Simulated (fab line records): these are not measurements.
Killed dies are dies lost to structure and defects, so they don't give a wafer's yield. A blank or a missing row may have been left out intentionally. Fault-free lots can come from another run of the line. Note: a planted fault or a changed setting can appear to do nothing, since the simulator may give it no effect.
A struck lot beside a sound one + flow sky130 + 14 out of 708 route steps
Sound: the wafers L769.2, L769.3, L769.5. Wafers struck: L785.2, L785.3, L785.4. Last of all comes the cause.
Order at every step that has rows: each side's tool, ch and its chambers, its first start. Under that, the readings that differ: sound wafers + struck wafers + difference of the means + sigmas: that difference in standard deviations of wafers without a fault.
alike: a reading whose means differ by less than 2 such deviations, as well as words and numbers matching on both sides. not compared: withheld readings; readings where some wafer has no value; bounds like >300 that might hide an equal value; numbers whose values overlap and for which the record gives no deviation.
A row with sigmas, a row that says differs or no value, or rows on one side alone: a step with any of these is where the two part. Numbers that have no deviation but don't overlap get no sigmas and don't part them. A reading that every wafer of one side lacks parts them only if that side has two wafers or more.

SKY_CONTACT_CVD_00: deposits Si3N4, target thk 75 nm.
  sound on pecvd-01 ch 1,2, day 31 20:38; struck on pecvd-02 ch 1,2, day 37 19:29
  alike: heater-power-w
SKY_CONTACT_THK_MEAS_01:
  struck on film-metro-03, day 37 19:31; sound on film-metro-01, day 31 20:41
  alike: CONTACT_CVD_00_THK
then, 1 step without rows for these wafers: SKY_CONTACT_HDPCVD_02 (deposits SiO2, target thk 565 nm, time 94.2 s).
SKY_CONTACT_THK_MEAS_03:
  struck on film-metro-01, day 37 19:39; sound on film-metro-03, day 31 20:49
  alike: CONTACT_HDPCVD_THK
SKY_CONTACT_CMP_04: polishes SiO2.
  sound on cmp-02 ch 0,1,3, day 31 20:55; struck on cmp-02 ch 1,2,3, day 37 19:42
  alike: motor-current-A, time-to-endpoint-s
SKY_CONTACT_BOW_MEAS_05:
  struck on film-metro-02, day 37 20:01; sound on film-metro-02, day 31 21:11
  alike: CONTACT_BOW
then, 6 steps without rows for these wafers: SKY_CONTACT_DEHYDRATE_06 (time 60 s); SKY_CONTACT_HMDS_07 (prime time 60 s); SKY_CONTACT_COAT_08 (resist thk 60 nm); SKY_CONTACT_COAT_09 (resist thk 450 nm); SKY_CONTACT_SOFTBAKE_10 (time 90 s); SKY_CONTACT_EXPOSE_11 (exposes mask CTM1, target cd 170 nm).
SKY_CONTACT_PEB_12:
  sound on litho-track-02 ch 0, day 33 00:00; struck on litho-track-03, day 38 21:00
| reading         | sound          | struck | difference                    | sigmas |
|-----------------|----------------|--------|-------------------------------|--------|
| exhaust-pa (Pa) | 46.4 44.3 46.1 | - - -  | no value on the struck wafers |        |
  not compared: chill-plate-temp-C
then, 1 step without rows for these wafers: SKY_CONTACT_DEVELOP_13 (develop time 60 s).

WHERE THEY PART
Only at SKY_CONTACT_PEB_12, as far as this record shows.

WHY: what the simulator had put in
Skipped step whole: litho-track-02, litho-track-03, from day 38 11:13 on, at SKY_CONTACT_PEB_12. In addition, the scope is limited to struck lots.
